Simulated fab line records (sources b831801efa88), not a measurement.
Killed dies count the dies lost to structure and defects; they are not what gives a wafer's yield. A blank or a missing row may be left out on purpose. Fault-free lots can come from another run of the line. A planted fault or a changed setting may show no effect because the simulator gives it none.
Chamber matching | flow gf180mcu | GF_PASSIVATION_CVD_02 on pecvd-02 has 3 sister chambers
The step deposits Si3N4, target thk 700 nm, time 486.18 s. 6 wafers are shown with their chamber, then 12 later ones without.

## WAFERS PAIRED WITH THEIR CHAMBERS
wafer  | chamber | heater-power-w (W) | heater-power-outer-w (W)
L083.3 | 0       | 684                | 350
L083.4 | 1       | 791                | 411
L085.2 | 0       | 592                | 284
L087.3 | 2       | 905                | 480
L087.4 | 1       | 715                | 380
L087.5 | 2       | 729                | 377

## WAFERS WHOSE CHAMBER IS MISSING
wafer  | heater-power-w (W) | heater-power-outer-w (W)
L088.1 | 768                | 401
L088.3 | 655                | 336
L088.6 | 665                | 348
L092.1 | 624                | 309
L092.5 | 655                | 326
L092.6 | 660                | 323
L091.2 | 799                | 441
L091.4 | 660                | 315
L091.6 | 717                | 373
L094.2 | 680                | 352
L094.4 | 554                | 255
L094.5 | 767                | 411

## THE CHAMBER EACH PASSED THROUGH
wafer  | from the rows above          | in truth
L088.1 | can't be placed: 1 or 2      | 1
L088.3 | can't be placed: 0 or 1      | 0
L088.6 | can't be placed: 0 or 1 or 2 | 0
L092.1 | 0                            | 0
L092.5 | can't be placed: 0 or 1      | 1
L092.6 | can't be placed: 0 or 1      | 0
L091.2 | can't be placed: 2 or 1      | 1
L091.4 | can't be placed: 0 or 1      | 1
L091.6 | can't be placed: 1 or 0 or 2 | 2
L094.2 | can't be placed: 0 or 1 or 2 | 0
L094.4 | 0                            | 0
L094.5 | can't be placed: 1 or 2      | 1
Correct placement for 2 of the 12. Can't be placed from these rows: 10 (the true chamber is among the candidates in 10). Number placed wrongly: 0.
How it was worked out, from the rows above alone: a wafer's distance from a chamber is the root of the sum, over the readings, of the square of ((its reading less the chamber's mean) divided by the reading's scatter). The wafer belongs to the nearest chamber; if the next one is less than 2 further off, it can't be placed. For every chamber, the mean is computed from those of its wafers that are shown. The scatter: the root of (the sum of the squares of (reading less its chamber's mean) over the shown wafers, divided by (wafers less chambers)).
